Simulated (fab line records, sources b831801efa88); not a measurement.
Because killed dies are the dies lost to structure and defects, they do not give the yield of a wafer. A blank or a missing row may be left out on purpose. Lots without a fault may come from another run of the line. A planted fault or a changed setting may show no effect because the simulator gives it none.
Comparing a struck lot with a sound one / flow sky130 / 15 steps out of a route of 708
Sound: these wafers, L927.2, L927.3, L927.4. Struck: wafers L936.4, L936.5, L936.6. The cause is named last.
Each step with rows lists, per side, the tool, then ch with its chambers, then its first start. Under that, the readings that differ: sound wafers / struck wafers / difference of the means / sigmas: that difference in standard deviations of wafers without a fault.
alike: same words and numbers on both sides, and readings whose means sit less than 2 such deviations apart. not compared: any withheld reading, any reading some wafer has no value for, any bound like >300 that may hide the same value, and any number with overlapping values for which the record gives no deviation.
Wherever a step has rows on one side only, a row that says differs or no value, or a row with sigmas, the two part there. When numbers do not overlap yet have no deviation, they are printed without sigmas and do not part them. Lack of a reading on every wafer of one side parts them only where that side has two or more wafers.

first, 3 steps without rows for these wafers: SKY_SONOS_TUNNEL_EXPOSE_04 (exposes mask TUNM, target cd 410 nm); SKY_SONOS_TUNNEL_PEB_05; SKY_SONOS_TUNNEL_DEVELOP_06 (develop time 60 s).
SKY_SONOS_TUNNEL_CD_MEAS_07 targets a cd of 410 nm.
  struck on cd-sem-01, day 14 16:56; sound on cd-sem-01, day 12 12:32
  alike: cd-nm
SKY_SONOS_TUNNEL_OVL_MEAS_08:
  struck on overlay-01, day 14 17:00; sound on overlay-01, day 12 12:39
  alike: SONOS_TUNNEL_OVL
then, 3 steps without rows for these wafers: SKY_SONOS_TUNNEL_IMPLANT_09; SKY_SONOS_TUNNEL_WET_ETCH_10 (etches SiO2 in dHF, target depth 14 nm, time 280 s); SKY_SONOS_TUNNEL_STRIP_11 (strips in SPM, time 600 s).
SKY_SONOS_TUNNEL_TW_MEAS_12:
  struck on film-metro-04, day 14 17:29; sound on film-metro-02, day 12 13:07
  alike: SONOS_TUNNEL_TW
then, 2 steps without rows for these wafers: SKY_SONOS_TUNNEL_CLEAN_13 (cleans in dHF, time 20 s); SKY_SONOS_ONO_OXIDATION_00 (stabilise 600 s, purge 300 s, target thk 2.6 nm).
SKY_SONOS_ONO_THK_MEAS_01:
  struck on film-metro-03, day 14 18:54; sound on film-metro-03, day 12 14:32
  alike: SONOS_ONO_OXIDATION_THK
SKY_SONOS_ONO_CVD_02: deposits Si3N4 from DCS/NH3, target thk 10.5 nm, time 180 s.
  sound on lpcvd-02 ch 0, day 12 15:32; struck on lpcvd-02 ch 0, day 14 18:56
reading=pressure-mtorr (mTorr); sound=249.2 249.8 249.7; struck=200.2 200.0 199.9; difference=-49.5; sigmas=-97
reading=model.Si3N4_of_SONOS_ONO_CVD_02.thk-nm (nm); sound=10.3 10.22 10.3; struck=9.96 9.909 9.823; difference=-0.38; sigmas=
  alike: susceptor-temp-C, zone-power-bottom-pct
SKY_SONOS_ONO_THK_MEAS_03:
  struck on film-metro-01, day 14 20:14; sound on film-metro-03, day 12 16:35
reading=SONOS_ONO_CVD_02_THK (nm); sound=10.31 10.19 10.23; struck=9.94 9.92 9.88; difference=-0.33; sigmas=-2
  not compared: hold
-- a jump in the record: the struck wafers' starts before and after are 33 days apart (it breaks off in module SONOS_ONO and resumes in module PAD_OPEN, where the first step shown is number 708 of the route) --
SKY_PAD_OPEN_PROBE_99:
  struck on prober-01, day 48 05:26; sound on prober-02, day 46 14:10
reading=model.etest.cap-ono.gate-log10-a-cm2; sound=-7.942 -8.013 -8.003; struck=-7.466 -7.475 -7.406; difference=+0.537; sigmas=
reading=model.etest.cap-ono.tox-acc-nm (nm); sound=12.94 12.93 12.94; struck=12.51 12.48 12.48; difference=-0.45; sigmas=
reading=model.etest.sonos-programmed.vt-v (V); sound=1.442 1.442 1.431; struck=1.66 1.628 1.617; difference=+0.20; sigmas=
reading=model.etest.sonos-erased.vt-v (V); sound=-2.327 -2.215 -2.248; struck=-2.441 -2.436 -2.371; difference=-0.153; sigmas=
reading=model.etest.sonos-baked.vt-v (V); sound=0.9821 0.9454 0.9523; struck=1.092 1.044 1.085; difference=+0.114; sigmas=
reading=model.etest.sonos-baked.vt-less-v (V); sound=-0.4601 -0.4966 -0.4791; struck=-0.5684 -0.5848 -0.5323; difference=-0.0832; sigmas=
  alike: killed_at_M0_to_M3, killed_at_M4_up, killed-at-contacts, killed-at-front-end, killed-at-other, killed-dies, killed-open, killed-short

## WHERE THEY PART
Earliest at SKY_SONOS_ONO_CVD_02; latest, in this record, at SKY_SONOS_ONO_THK_MEAS_03. Later steps at which nothing parts them and some readings are alike: SKY_PAD_OPEN_PROBE_99.

WHY: what had been put in by the simulator
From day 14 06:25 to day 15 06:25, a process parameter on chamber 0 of lpcvd-02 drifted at SKY_SONOS_ONO_CVD_02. From 250, the setting pressure-mtorr moved by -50. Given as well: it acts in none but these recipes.
